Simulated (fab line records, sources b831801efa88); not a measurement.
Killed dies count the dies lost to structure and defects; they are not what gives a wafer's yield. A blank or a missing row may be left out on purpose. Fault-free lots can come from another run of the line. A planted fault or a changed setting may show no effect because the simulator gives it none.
Problem report in the 8D (eight disciplines) form, filled by code ; flow sfqLine ; the parts of the form that need people (team, actions taken, sign-off) are left out

1. THE ISSUE
At SFQ_TRILAYER_I1_VIA_LITHO_EXPOSE_050, exposureDoseMJCm2 averages 23.332 over 6 wafers from 2 lots, while fault-free wafers read 21.305, standard deviation 0.02. So: +99 or more standard deviations from the usual mean.
The step: exposes mask I1, target cd 500 nm.
Earliest sighting: wafer L923.1 on krfScanner-01 at day 30 19:35. The record holds 18 wafers of 6 lots with a number at this step. By rule, "out" or "out of limits" means more than 4 standard deviations away from the usual mean. Any other wafer with a number is counted as sound.

2. WHAT IT IS; WHAT IT IS NOT
question;is;is not
which readings at this step;exposureDoseMJCm2;-
which lots;L923, L924;L910, L912, L914, L929
which wafers of those lots;all that have a number;-
read on which tools;krfScanner-01;krfScanner-02
when;from day 30 19:35;"up to then (9 sound wafers); but 3 sound wafers of L929 came after"

3. WHAT RULES OUT EACH SUSPECT
Counting: any tool at a process step up to the reading is kept as a suspect provided that every lot that is out went through it and no sound lot did after the first of them.
- rieMetal-03 at SFQ_TRILAYER_M1_BARC_OPEN_METAL_ETCH_054 (etches BARC in O2, target depth 125 nm, time 41.7 s): kept. Every lot that is out went through it, starting with L923 (day 24 00:52), and after that it ran no sound lot; the last sound lot it ran before then is L910 (day 18 15:33).
- rieMetal-03 at SFQ_TRILAYER_M1_STRIP_STRIP_043 (strips in O2): kept. Every lot that is out went through it, starting with L923 (day 24 01:03), and after that it ran no sound lot; the last sound lot it ran before then is L910 (day 18 15:44).
- cmp-02 at SFQ_TRILAYER_I1_CMP_CMP_046 (polishes SiO2): kept. Every lot that is out went through it, starting with L923 (day 24 01:55), and after that it ran no sound lot; the last sound lot it ran before then is L914 (day 20 19:54).
- krfScanner-01 at SFQ_TRILAYER_I1_VIA_LITHO_EXPOSE_050 (exposes mask I1, target cd 500 nm): kept. Every lot that is out went through it, starting with L923 (day 30 19:35), and after that it ran no sound lot; the last sound lot it ran before then is L912 (day 25 23:32). Out on those wafers are its own readings of exposureDoseMJCm2.
Left after counting: rieMetal-03 at SFQ_TRILAYER_M1_BARC_OPEN_METAL_ETCH_054, rieMetal-03 at SFQ_TRILAYER_M1_STRIP_STRIP_043, cmp-02 at SFQ_TRILAYER_I1_CMP_CMP_046, krfScanner-01 at SFQ_TRILAYER_I1_VIA_LITHO_EXPOSE_050.

4. THE CAUSE (what the simulator had put in)
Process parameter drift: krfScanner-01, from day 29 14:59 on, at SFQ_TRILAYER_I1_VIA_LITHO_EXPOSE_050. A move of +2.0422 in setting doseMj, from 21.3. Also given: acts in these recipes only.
This tool is one of the 4 suspects left after counting.

5. SEQUENCE OF EFFECTS, ordered by route
Each row: a reading where the mean over the struck wafers with a number is more than 3 standard deviations away from the usual. Only readings for which the record gives a usual standard deviation are gone through. hours: the time from each lot's start at the first step in this table that gives one to its start at this step, as a median over the lots. sigmas: the change in usual standard deviations.
hours;step;reading;usual;on struck wafers;change;sigmas
0;SFQ_TRILAYER_I1_VIA_LITHO_EXPOSE_050;exposureDoseMJCm2;21.305;23.332;+2.027;+99 or more
Here are the process steps it includes:
- SFQ_TRILAYER_I1_VIA_LITHO_EXPOSE_050: exposes mask I1, target cd 500 nm.
Later measuring or inspecting steps at which every struck wafer that the step has a row for has a number for every such reading, and none has moved that far: SFQ_I1_OVL_MEAS_913.

6. WHAT WOULD HAVE CAUGHT IT SOONER
29 hours passed between the start of the fault at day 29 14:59 and the first reading out of limits in this record, taken at day 30 19:35.
